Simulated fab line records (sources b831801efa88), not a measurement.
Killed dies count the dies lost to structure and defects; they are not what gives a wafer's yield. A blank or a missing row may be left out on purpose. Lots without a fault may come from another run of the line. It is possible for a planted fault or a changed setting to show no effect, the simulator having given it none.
Lot-split experiment -- flow sfq-line -- 5 lots, 23 wafers read, on a route of 325 steps

## THE SPLIT
At SFQ_TRILAYER_M2_LITHO_COAT_057 (resist thk 600 nm), the setting spin-rpm was moved away from the recipe's 3000 rpm on 11 of the 23 wafers read, by -5.3% to +7.2%. For the rest of the wafers, this setting stayed at what the recipe calls for.

## FROM THE SPLIT TO THE READING: what the file shows between them, 3 steps
- SFQ_TRILAYER_M2_LITHO_SOFTBAKE_061
- SFQ_TRILAYER_M2_LITHO_EXPOSE_058: exposes mask M2, target cd 500 nm
- SFQ_TRILAYER_M2_BARC_OPEN_METAL_ETCH_077: etches BARC in O2, target depth 125 nm, time 41.7 s

## THE READING
KrF_of_TRILAYER_M2_LITHO_COAT_057.thk-nm (the simulator's own value, which no gauge read), in nm, at SFQ_TRILAYER_M2_ETCH_METAL_ETCH_060 (etches Nb in Cl2/Ar, stops on SiO2, target depth 240 nm, time 120 s). There is no usual value for it anywhere in the file. Across the 12 wafers here that went through the recipe, the average is 378.8 nm and the standard deviation 1.9 nm.

wafer,"tool, chamber at the split","spin-rpm as run, rpm",against the recipe,"KrF_of_TRILAYER_M2_LITHO_COAT_057.thk-nm, nm",against lot-mates on the recipe
L075.1,"litho-track-03, 0",3000,recipe,381.2,-
L075.2,"litho-track-03, 0",3137,+4.6%,366.7,-12.7
L075.3,"litho-track-03, 0",3000,recipe,378.9,-
L075.5,"litho-track-03, 0",3000,recipe,378.1,-
L075.6,"litho-track-03, 0",3137,+4.6%,367.3,-12.1
L077.1,"litho-track-02, 0",3000,recipe,378.9,-
L077.3,"litho-track-02, 0",2937,-2.1%,386.7,+7.5
L077.4,"litho-track-02, 0",2937,-2.1%,384.7,+5.5
L077.5,"litho-track-02, 0",2937,-2.1%,385.5,+6.3
L077.6,"litho-track-02, 0",3000,recipe,379.5,-
L078.1,"litho-track-01, 0",3000,recipe,381.3,-
L078.5,"litho-track-01, 0",3000,recipe,378.3,-
L078.6,"litho-track-01, 0",3000,recipe,382,-
L079.2,"litho-track-02, 0",2842,-5.3%,391.4,+14.8
L079.3,"litho-track-02, 0",2842,-5.3%,391.2,+14.6
L079.4,"litho-track-02, 0",2842,-5.3%,394.5,+17.9
L079.5,"litho-track-02, 0",3000,recipe,378.2,-
L079.6,"litho-track-02, 0",3000,recipe,375,-
L080.1,"litho-track-02, 0",3215,+7.2%,357.1,-20.1
L080.2,"litho-track-02, 0",3215,+7.2%,356.5,-20.8
L080.3,"litho-track-02, 0",3000,recipe,377.8,-
L080.4,"litho-track-02, 0",3215,+7.2%,355.3,-21.9
L080.5,"litho-track-02, 0",3000,recipe,376.7,-

THE FIT
A straight line over all 23 wafers: KrF_of_TRILAYER_M2_LITHO_COAT_057.thk-nm changes by -2.9 nm for each +1% of spin-rpm; r = -0.98; the points scatter about the line by 1.9 nm.
The same after taking each lot's own level away (the mean of its wafers on the recipe; 23 wafers): -2.92 nm for each +1%; r = -0.99; scatter 1.2 nm.
On that fit, the largest move of spin-rpm shifts the reading by 21 nm.
The lots' own levels span 376.60 to 380.53 nm, that is 2.1 times the standard deviation above.
The two slopes are in agreement: the lot-to-lot level therefore moves the slope only a little.
Check: -21 nm against its lot-mates is what the line predicts for one of the wafers moved furthest among these (+7.2%) when that wafer is left out of the fit. Against them it came out at -20.1 nm.

## OTHER SPLITS APPLIED TO THESE WAFERS
These wafers also went through other splits before the reading. Each is held against what the fit with the lots' levels taken away leaves over:
other split on the same wafers,wafers away from the commonest value,r with KrF_of_TRILAYER_M2_LITHO_COAT_057.thk-nm (lot level and that fit taken away)
SFQ_TRILAYER_M1_LITHO_PEB_042 peb-temp-c,10,+0.11
SFQ_TRILAYER_I1_DEP_PECVD_045 time-s,10,+0.05
SFQ_TRILAYER_I1_VIA_LITHO_COAT_054 spin-rpm,5,+0.03
SFQ_TRILAYER_I1_VIA_BARC_OPEN_VIA_ETCH_071 time-s,7,+0.03
SFQ_TRILAYER_M2_LITHO_COAT_062 resist-thk-nm,8,+0.01

## THE WHOLE CHAIN: every reading that the file lists as answering this split, in the file's order
step,what it does,reading,change (the file's fit),r (the file's)
SFQ_TRILAYER_M2_LITHO_COAT_057,resist thk 600 nm,"KrF_of_TRILAYER_M2_LITHO_COAT_057.thk-nm (the simulator's own value, which no gauge read)",-2.99 nm for each +1% of the setting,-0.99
SFQ_TRILAYER_M2_ETCH_METAL_ETCH_060,"etches Nb in Cl2/Ar, stops on SiO2, target depth 240 nm, time 120 s","KrF_of_TRILAYER_M2_LITHO_COAT_057.thk-nm (the simulator's own value, which no gauge read)",-2.9 nm for each +1% of the setting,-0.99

## THE FILE'S OWN FIT
KrF_of_TRILAYER_M2_LITHO_COAT_057.thk-nm changes by -2.9 nm for each +1% of spin-rpm, r = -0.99.
